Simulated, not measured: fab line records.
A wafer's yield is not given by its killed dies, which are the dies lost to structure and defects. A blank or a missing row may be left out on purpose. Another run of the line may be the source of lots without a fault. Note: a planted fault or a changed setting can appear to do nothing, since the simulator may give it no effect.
A struck lot beside a sound one | flow sky130 | 15 out of 708 route steps
Sound: wafers L665.2, L665.3, L665.5. Struck: wafers L669.4, L669.5 (left out: L669.2, a lot-mate that was not struck); the cause follows at the end.
At each step with rows: each side's tool, then ch and its chambers, then its first start. Under that, the readings that differ: sound wafers | struck wafers | difference of the means | sigmas: that difference in standard deviations of wafers without a fault.
alike: a reading whose means differ by less than 2 such deviations, as well as words and numbers matching on both sides. not compared: withheld readings; readings where some wafer has no value; bounds like >300 that might hide an equal value; numbers whose values overlap and for which the record gives no deviation.
Wherever a step has rows on one side only, a row that says differs or no value, or a row with sigmas, the two part there. Numbers that have no deviation but don't overlap get no sigmas and don't part them. Lack of a reading on every wafer of one side parts them only where that side has two or more wafers.

SKY_VIA1_SPUTTER_20: material TiN, target thk 20 nm, time 80 s.
  sound: pvd_sputter-02 at day 35 13:29; struck: pvd_sputter-02 at day 36 12:13
  alike: throttle_valve_pct
SKY_VIA1_CVD_21: deposits W, target thk 270 nm, time 80.902 s.
  sound on cvd_w-01 ch 0,1, day 35 13:32; struck on cvd_w-01 ch 0, day 36 12:17
  alike: chamber_pressure_Torr, heater_power_w
SKY_VIA1_RS_MEAS_22: a four-point-probe measurement.
  sound: film_metro-04 at day 35 13:39; struck: film_metro-04 at day 36 12:23
  alike: VIA1_W_RS
SKY_VIA1_THK_MEAS_23: measures by xrf.
  sound: film_metro-04 at day 35 13:46; struck: film_metro-04 at day 36 12:30
  alike: VIA1_W_THK
SKY_VIA1_CMP_24: polishes, stops on SiO2, t overpolish 15 s, target thk 0 nm.
  sound on cmp-02 ch 0,1, day 35 13:49; struck on cmp-02 ch 2, day 36 12:33
  reading                 | sound             | struck      | difference | sigmas
  edge_zone_pressure_frac | 0.999 0.993 0.989 | 0.999 1.013 | +0.012     | +3
  platen_rpm (rpm)        | 59.96 59.91 59.96 | 60.01 60.04 | +0.08      | +2
  alike: motor_current_A, overpolish_run_s, retaining_ring_pressure_frac, slurry_filter_dp_kPa, time_to_endpoint_s
then, 2 steps without rows for these wafers: SKY_METAL2_SPUTTER_00 (material Ti, target thk 15 nm, time 10 s); SKY_METAL2_SPUTTER_01 (material TiN, target thk 20 nm, time 16.7 s).
SKY_METAL2_SPUTTER_02: material AlCu, target thk 250 nm, time 13.3 s.
  sound: pvd_sputter-01 at day 35 14:10; struck: pvd_sputter-01 at day 36 12:54
  alike: throttle_valve_pct
then, 1 step without rows for these wafers: SKY_METAL2_SPUTTER_03 (material Ti, target thk 5 nm, time 3.3 s).
SKY_METAL2_SPUTTER_04: material TiN, target thk 70 nm, time 58.3 s.
  sound: pvd_sputter-01 at day 35 14:12; struck: pvd_sputter-01 at day 36 12:56
  alike: throttle_valve_pct
SKY_METAL2_RS_MEAS_05: a four-point-probe measurement.
  sound: film_metro-03 at day 35 14:16; struck: film_metro-02 at day 36 13:01
  alike: METAL2_ALCU_RS
SKY_METAL2_THK_MEAS_06: measures by xrf.
  sound: film_metro-03 at day 35 14:23; struck: film_metro-02 at day 36 13:07
  alike: METAL2_ALCU_THK
SKY_METAL2_DEHYDRATE_07: time 60 s.
  sound on litho_track-02 ch 0, day 36 02:41; struck on litho_track-01 ch 0, day 37 01:42
  reading                  | sound                | struck        | difference | sigmas
  heater_power_total_W (W) | 160.34 160.39 160.38 | 162.22 162.42 | +1.95      | +16
  run_length_s (s)         | 89.68 89.36 89.30    | 87.44 87.10   | -2.18      | -16
then, 1 step without rows for these wafers: SKY_METAL2_HMDS_08 (prime time 60 s).
-- the record jumps here: 11 days lie between the struck wafers' starts before and after (it left off in module METAL2 and takes up again in module PAD_OPEN, whose first step shown is number 708 of the route) --
SKY_PAD_OPEN_PROBE_99:
  sound: prober-01 at day 47 07:04; struck: prober-01 at day 48 01:05
  alike: defect_limited_yield, killed_at_M0_to_M3, killed_at_M4_up, killed_at_contacts, killed_at_front_end, killed_at_other, killed_dies, killed_open, killed_short, sort_bin_3_pad_short, sort_bin_5_function, sort_bin_6_memory, sort_n_pass, sort_yield_pct

## WHERE THEY PART
First at SKY_VIA1_CMP_24; last, within this record, at SKY_METAL2_DEHYDRATE_07. Later steps at which nothing parts them and some readings are alike: SKY_PAD_OPEN_PROBE_99.

WHY: what the simulator had put in
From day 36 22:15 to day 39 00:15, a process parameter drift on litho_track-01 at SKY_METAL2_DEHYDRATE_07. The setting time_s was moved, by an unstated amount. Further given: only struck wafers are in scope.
